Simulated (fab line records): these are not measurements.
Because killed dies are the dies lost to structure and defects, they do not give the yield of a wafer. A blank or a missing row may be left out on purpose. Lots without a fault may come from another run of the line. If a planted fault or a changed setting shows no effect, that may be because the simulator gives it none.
fab line records | flow sky130
record: lots: 5 wafers: 15 last-day: 50
route steps=708 shown SD_N@350 SD_P@359 RES_XHIGH@360 SALICIDE@361 LI_CONTACT@362 PAD_OPEN@708
lots with no fault: from the same line, run without faults
start-h: the number of hours between the record's first day and the start of the first shown wafer of the lot | wait-h: time in hours since the lot's previous step | " repeats the value in the row above | L1.1+2: a row that stands for several wafers | - no value, or no start was given | * or withheld: withheld | < > ~ a bound
route shown NAME@n: NAME is a module with steps in the file, n the number in the route of the first one | usual: mean and standard deviation over wafers with no fault | same: alike in all rows | chamber/n: place in a boat | sites: the reading at each site | _std_site: standard deviation of those values | _edge_site: the outer-site mean with the inner-site mean subtracted | radius-mm: how far each site lies from the wafer's centre | mask NAME#n: copy n | behind: the tool/chamber that last shaped the wafer | hold: cause of the lot's hold/its duration in hours/its outcome | device: whichever transistor did not switch (one of n, p or np) | end of line: the same wafers' tests at the end of the route | a step given without rows: its recipe and nothing more | killed: count of dies lost to structure and defects at first sort (not the wafer's yield) | map: a wafer's dies, x killed, . not, _ none there
set.NAME: the setting that was run; set.NAME@STEP: the one run at that earlier step | model.NAME: the simulator's own value behind a step, which no gauge read
certain route steps with their lots: each step a table, each wafer a row
services: from which hour (start-h, from the record's first day; less than 0 if before it) a tool's chamber was out of use, for how many hours, and why
== steps ==
step: SKY_SD_N_OVL_MEAS_08
usual: SD_N_OVL: 0.3/1.4
columns lot.wafer tool chamber start-h wait-h SD_N_OVL[nm]
L413.2 overlay-01 - 672.97 0.1 -0.2
L413.5 " - " " -0.6
L413.6 " - " " 0.2
L417.1 overlay-01 - 704.65 0.1 -0.9
L417.2 " - " " 1.8
L417.5 " - " " -0.5
L421.2 overlay-01 - 731.72 0.1 1.3
L421.3 " - " " 1.6
L421.6 " - " " 2.6
L432.1 overlay-01 - 832.70 0.1 -1.4
L432.4 " - " " -1.0
L432.5 " - " " -3.2
L433.3 overlay-01 - 841.31 0.1 0.4
L433.5 " - " " 0.1
L433.6 " - " " -0.7
step: SKY_SD_N_IMPLANT_09
recipe: species: As energy-kev: 50 dose-cm2: 4e+15 tilt-deg: 0
step: SKY_SD_N_IMPLANT_10
recipe: species: P energy-kev: 20 dose-cm2: 1e+14 tilt-deg: 0
step: SKY_SD_N_STRIP_11
recipe: chemistry: O2/N2 power-w: 1400 pressure-mtorr: 1500 platen-temp-c: withheld o2-flow-sccm: 3000 n2-flow-sccm: 300 overash-fraction: 0.5
usual: drypump-motor-current-A: 5.9/0.3 oes-product-au: 0.527/0.0047 strip-time-to-endpoint-s: 22.56/0.042
columns lot.wafer tool chamber start-h wait-h drypump-motor-current-A oes-product-au rf-hours-counter-h strip-time-to-endpoint-s
L413.2 plasma-asher-03 0 673.30 0.1 6.1 0.525 24 22.59
L413.5 " 0 " " 6.1 0.534 - 22.64
L413.6 " 1 " " 5.4 0.529 - 22.60
L417.1 plasma-asher-04 0 704.99 0.1 5.6 0.527 58 22.52
L417.2 " 1 " " 6.1 0.529 58 22.52
L417.5 " 0 " " 5.6 0.527 - 22.49
L421.2 plasma-asher-03 0 732.05 0.1 6.1 0.533 30 22.59
L421.3 " 0 " " 6.1 0.527 - 22.59
L421.6 " 0 " " 6.1 0.530 - 22.58
L432.1 plasma-asher-03 1 833.04 0.1 5.4 0.529 40 22.52
L432.4 " 1 " " 5.4 0.529 - 22.50
L432.5 " 1 " " 5.4 0.525 - 22.56
L433.3 plasma-asher-04 1 841.67 0.1 6.1 0.529 - 22.59
L433.5 " 1 " " 6.1 0.520 - 22.59
L433.6 " 0 " " 5.6 0.521 - 22.63
step: SKY_SD_N_TW_MEAS_12
usual: SD_N_TW: 4014/39
columns lot.wafer tool chamber start-h wait-h SD_N_TW
L413.2 film-metro-02 - 673.41 0.1 4031
L413.5 " - " " 4015
L413.6 " - " " 4016
L417.1 film-metro-02 - 705.09 0.1 4034
L417.2 " - " " 4019
L417.5 " - " " 4017
L421.2 film-metro-03 - 732.16 0.1 3976
L421.3 " - " " 3951
L421.6 " - " " 3975
L432.1 film-metro-02 - 833.14 0.1 4081
L432.4 " - " " 4091
L432.5 " - " " 4072
L433.3 film-metro-02 - 841.76 0.1 4059
L433.5 " - " " 4060
L433.6 " - " " 4074
step: SKY_SD_N_CLEAN_13
recipe: chemistry: SC1/SC2 mix: 1:4:20 temp-c: 70 time-s: 150 dry: n2-spin
step: SKY_SD_N_RTA_14
recipe: temp-c: 1075 time-s: 2 idle-temp-c: 650 ramp-up-c-per-s: 150 ramp-down-c-per-s: 90 ambient: N2
usual: lamp-power-pct: 15.73/0.054 wafer_temp_C_max: 1078.1/1.2
columns lot.wafer tool chamber start-h wait-h lamp-power-pct wafer_temp_C_max
L413.2 rtp-anneal-02 0 673.52 0.0 15.69 1078.0
L413.5 " 0 " " 15.79 1077.4
L413.6 " 0 " " 15.77 1078.9
L417.1 rtp-anneal-01 0 705.20 0.0 15.74 1077.3
L417.2 " 0 " " 15.78 1080.7
L417.5 " 0 " " 15.77 1079.8
L421.2 rtp-anneal-01 0 732.27 0.0 15.78 1077.4
L421.3 " 0 " " 15.67 1079.1
L421.6 " 0 " " 15.78 1079.3
L432.1 rtp-anneal-02 0 833.25 0.0 15.74 1077.0
L432.4 " 0 " " 15.66 1078.0
L432.5 " 0 " " 15.79 1077.0
L433.3 rtp-anneal-02 0 841.86 0.0 15.63 1075.9
L433.5 " 0 " " 15.78 1078.8
L433.6 " 0 " " 15.85 1080.9
step: SKY_SD_N_RS_MEAS_16
recipe: thk-meas-gauge: four-point-probe
usual: SD_N_RS: 68.52/0.17
columns lot.wafer tool chamber start-h wait-h SD_N_RS[ohm/sq]
L413.2 film-metro-04 - 673.70 0.1 68.50
L413.5 " - " " 68.29
L413.6 " - " " 68.47
L417.1 film-metro-02 - 705.37 0.1 68.71
L417.2 " - " " 68.67
L417.5 " - " " 68.70
L421.2 film-metro-04 - 732.45 0.1 68.39
L421.3 " - " " 68.31
L421.6 " - " " 68.30
L432.1 film-metro-03 - 833.42 0.1 68.54
L432.4 " - " " 68.51
L432.5 " - " " 68.58
L433.3 film-metro-04 - 842.06 0.1 68.41
L433.5 " - " " 68.19
L433.6 " - " " 68.29
step: SKY_SD_N_RS_MEAS_17
recipe: thk-meas-gauge: four-point-probe
usual: SD_P_RS: 147.0/0.46
columns lot.wafer tool chamber start-h wait-h SD_P_RS[ohm/sq]
L413.2 film-metro-04 - 673.82 0.1 146.8
L413.5 " - " " 146.7
L413.6 " - " " 147.1
L417.1 film-metro-02 - 705.49 0.1 147.8
L417.2 " - " " 147.4
L417.5 " - " " 147.8
L421.2 film-metro-04 - 732.57 0.1 146.9
L421.3 " - " " 146.8
L421.6 " - " " 146.7
L432.1 film-metro-03 - 833.54 0.1 146.9
L432.4 " - " " 147.0
L432.5 " - " " 147.0
L433.3 film-metro-04 - 842.18 0.1 145.9
L433.5 " - " " 145.9
L433.6 " - " " 146.1
step: SKY_SD_N_RS_MEAS_18
recipe: thk-meas-gauge: four-point-probe
usual: RES_XHIGH_RS: 333.2/1.4
columns lot.wafer tool chamber start-h wait-h RES_XHIGH_RS[ohm/sq]
L413.2 film-metro-04 - 673.94 0.1 332.5
L413.5 " - " " 332.1
L413.6 " - " " 333.0
L417.1 film-metro-02 - 705.61 0.1 333.2
L417.2 " - " " 332.6
L417.5 " - " " 333.6
L421.2 film-metro-04 - 732.69 0.1 333.8
L421.3 " - " " 334.0
L421.6 " - " " 332.8
L432.1 film-metro-03 - 833.66 0.1 331.7
L432.4 " - " " 331.8
L432.5 " - " " 331.3
L433.3 film-metro-04 - 842.30 0.1 331.3
L433.5 " - " " 331.9
L433.6 " - " " 330.6
step: SKY_SALICIDE_CLEAN_00
recipe: chemistry: HF-last time-s: 30 dilution: 100:1 dry: ipa-marangoni
step: SKY_LI_CONTACT_HDPCVD_00
recipe: material: PSG target-thk-nm: 930 sigma-open-frac: 0.3 time-s: 155 temp-c: 600 sih4-flow-sccm: 60 pressure-mtorr: 6
usual: run-length-s: 183.0/0.4 susceptor-temp-C: 599.98/0.28
columns lot.wafer tool chamber start-h wait-h run-length-s susceptor-temp-C model.PSG_of_LI_CONTACT_HDPCVD_00.thk-nm
L413.2 hdpcvd-02 1 674.06 0.0 183.1 599.62 933.1
L413.5 " 2 " " 183.3 600.72 924.5
L413.6 " 0 " " 183.3 600.25 944.8
L417.1 hdpcvd-01 0 705.75 0.0 183.2 599.61 946.6
L417.2 " 1 " " 182.5 599.96 972.5
L417.5 " 0 " " 182.8 599.55 943.6
L421.2 hdpcvd-01 0 732.81 0.0 182.9 599.74 933.2
L421.3 " 2 " " 183.0 600.20 935.4
L421.6 " 1 " " 182.5 600.43 937.8
L432.1 hdpcvd-02 2 833.80 0.0 183.0 599.98 921.8
L432.4 " 2 " " 183.0 600.11 923.4
L432.5 " 0 " " 272.5 600.08 1468
L433.3 hdpcvd-01 2 842.40 0.0 182.8 600.28 933.6
L433.5 " 1 " " 182.2 599.97 955.9
L433.6 " 2 " " 182.5 600.05 946.7
step: SKY_LI_CONTACT_THK_MEAS_01
recipe: reads: PSG_of_LI_CONTACT_HDPCVD_00
usual: LI_CONTACT_HDPCVD_THK: 934/11
columns lot.wafer tool chamber start-h wait-h LI_CONTACT_HDPCVD_THK[nm]
L413.2 film-metro-03 - 674.17 0.1 933
L413.5 " - " " 924
L413.6 " - " " 945
L417.1 film-metro-03 - 705.95 0.1 948
L417.2 " - " " 973
L417.5 " - " " 943
L421.2 film-metro-03 - 732.93 0.1 933
L421.3 " - " " 935
L421.6 " - " " 938
L432.1 film-metro-02 - 833.90 0.1 921
L432.4 " - " " 923
L432.5 " - " " 1467
L433.3 film-metro-02 - 842.52 0.1 934
L433.5 " - " " 955
L433.6 " - " " 947
step: SKY_LI_CONTACT_CMP_02
recipe: material: PSG down-force-psi: 4 platen-rpm: 60 pad-velocity-m-s: 0.94248
usual: motor-current-A: 11.9/1.2 time-to-endpoint-s: 33/3.1
columns lot.wafer tool chamber start-h wait-h motor-current-A time-to-endpoint-s
L413.2 cmp-02 1 674.37 0.2 11.7 34
L413.5 " 2 " " 13.9 35
L413.6 " 3 " " 13.0 36
L417.2 cmp-02 3 706.24 0.3 13.0 35
L417.1 " 1 " " 12.2 29
L417.5 " 3 " " 12.7 34
L421.3 cmp-01 3 732.98 0.0 13.6 31
L421.2 " 1 " " 12.3 38
L421.6 " 0 " " 11.2 31
L432.4 cmp-01 0 834.01 0.1 10.7 30
L432.1 " 1 " " 11.9 36
L432.5 " 0 " " 10.5 85
L433.3 cmp-01 1 843.10 0.6 11.9 37
L433.6 " 0 " " 10.5 35
L433.5 " 1 " " 12.5 40
step: SKY_LI_CONTACT_BOW_MEAS_03
recipe: mode: bow
usual: LI_CONTACT_BOW: 56/6.8
columns lot.wafer tool chamber start-h wait-h LI_CONTACT_BOW[um]
L413.2 film-metro-04 - 674.54 0.1 50
L413.5 " - " " 56
L413.6 " - " " 43
L417.1 film-metro-03 - 706.49 0.1 56
L417.2 " - " " 52
L417.5 " - " " 48
L421.2 film-metro-03 - 733.30 0.2 60
L421.3 " - " " 47
L421.6 " - " " 55
L432.1 film-metro-04 - 834.26 0.1 52
L432.4 " - " " 60
L432.5 " - " " 52
L433.3 film-metro-04 - 843.39 0.2 51
L433.5 " - " " 62
L433.6 " - " " 62
step: SKY_PAD_OPEN_PROBE_99
usual: killed_at_M0_to_M3: 43/6.4 killed_at_M4_up: 3.1/2 killed-at-contacts: 24/5.2 killed-at-front-end: 15/4.3 killed-at-other: 0.2/0.48 killed-dies: 85/9.7 killed-open: 47/6.9 killed-short: 38/6.7
same: gross-dies: 492 killed-at-back-side: 0
columns lot.wafer tool chamber start-h wait-h killed_at_M0_to_M3 killed_at_M4_up killed-at-contacts killed-at-front-end killed-at-other killed-dies killed-open killed-short
L413.2 prober-02 - 1103.56 0.1 48 5 21 12 1 87 49 38
L413.5 prober-02 - 1103.71 0.2 47 2 22 16 0 87 50 37
L413.6 prober-02 - 1103.76 0.2 38 4 24 20 0 86 59 27
killed by level:class
L413.2 VIA1:geometric-particle:open=15 CONTACT:geometric-particle:open=9 VIA2:geometric-particle:short=7 LI_CONTACT:geometric-particle:open=6 METAL2:geometric-particle:short=6 VIA2:geometric-particle:open=4 CONTACT:geometric-particle:short=4 VIA3:geometric-particle:open=4
L413.5 VIA1:geometric-particle:open=12 CONTACT:geometric-particle:open=9 FIELD_ISO:geometric-particle:open=7 VIA1:geometric-particle:short=7 FIELD_ISO:geometric-particle:short=6 LI_CONTACT:geometric-particle:open=6 METAL1:geometric-particle:short=6 METAL2:geometric-particle:short=5
L413.6 CONTACT:geometric-particle:open=13 FIELD_ISO:geometric-particle:open=9 VIA1:geometric-particle:open=8 VIA3:geometric-particle:open=8 LI_CONTACT:geometric-particle:open=6 METAL1:geometric-particle:short=6 FIELD_ISO:geometric-particle:short=5 METAL2:geometric-particle:short=4
== services ==
columns tool chamber start-h hours kind
hdpcvd-02 - 650.75 15.0 pm
hdpcvd-02 0 650.75 15.0 vent-cycle
hdpcvd-02 1 650.75 15.0 vent-cycle
hdpcvd-02 2 650.75 15.0 vent-cycle
plasma-asher-04 - 651.72 14.6 pm
hdpcvd-02 - 665.75 2.8 pm
hdpcvd-02 0 665.75 - clean
hdpcvd-02 1 665.75 - clean
hdpcvd-02 2 665.75 - clean
cmp-02 - 723.92 0.7 repair
plasma-asher-04 - 727.28 3.2 repair
cmp-02 - 731.34 12.4 pm
plasma-asher-04 - 737.59 2.2 repair
cmp-01 - 744.29 4.0 pm
cmp-01 - 748.29 - consumable-replace:conditioner
cmp-01 - 748.29 - consumable-replace:pad
cmp-01 - 752.86 0.4 repair
plasma-asher-04 - 767.10 2.8 pm
plasma-asher-03 - 770.87 0.3 repair
cmp-02 - 783.91 3.3 pm
plasma-asher-03 - 786.91 4.0 pm
hdpcvd-01 2 810.36 2.0 repair
cmp-02 - 831.39 3.8 repair
cmp-02 - 837.04 22.1 repair
== key ==
first-sign: step: SKY_LI_CONTACT_HDPCVD_00 reading: run-length-s direction: up sigmas: 99+ usual: * struck: *
effect: step: SKY_LI_CONTACT_THK_MEAS_01 reading: LI_CONTACT_HDPCVD_THK direction: up sigmas: 49 usual: 934 struck: 1467
effect: step: SKY_LI_CONTACT_CMP_02 reading: time-to-endpoint-s direction: up sigmas: 17 usual: * struck: *
model-effect: step: SKY_LI_CONTACT_HDPCVD_00 value: PSG_of_LI_CONTACT_HDPCVD_00.thk-nm without: 931.2 struck: 1468
met-at SKY_LI_CONTACT_HDPCVD_00
struck-wafers L432.5
tester-left-out L432
onset-between 674.06 833.80
fault: kind: process-parameter-drift tool: hdpcvd-02 chamber: 0 onset-h: 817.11 steps: SKY_LI_CONTACT_HDPCVD_00 channel: time-s offset: * shape: step end-h: 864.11 acts-in: * stated: *
tester-left-out: of these lots the tester's yield and bins aren't shown, on N5 and GAA mostly nor the transistor test; their killed dies are dies lost to structure and defects alone, not to doping, threshold or leakage, so they don't give the yield
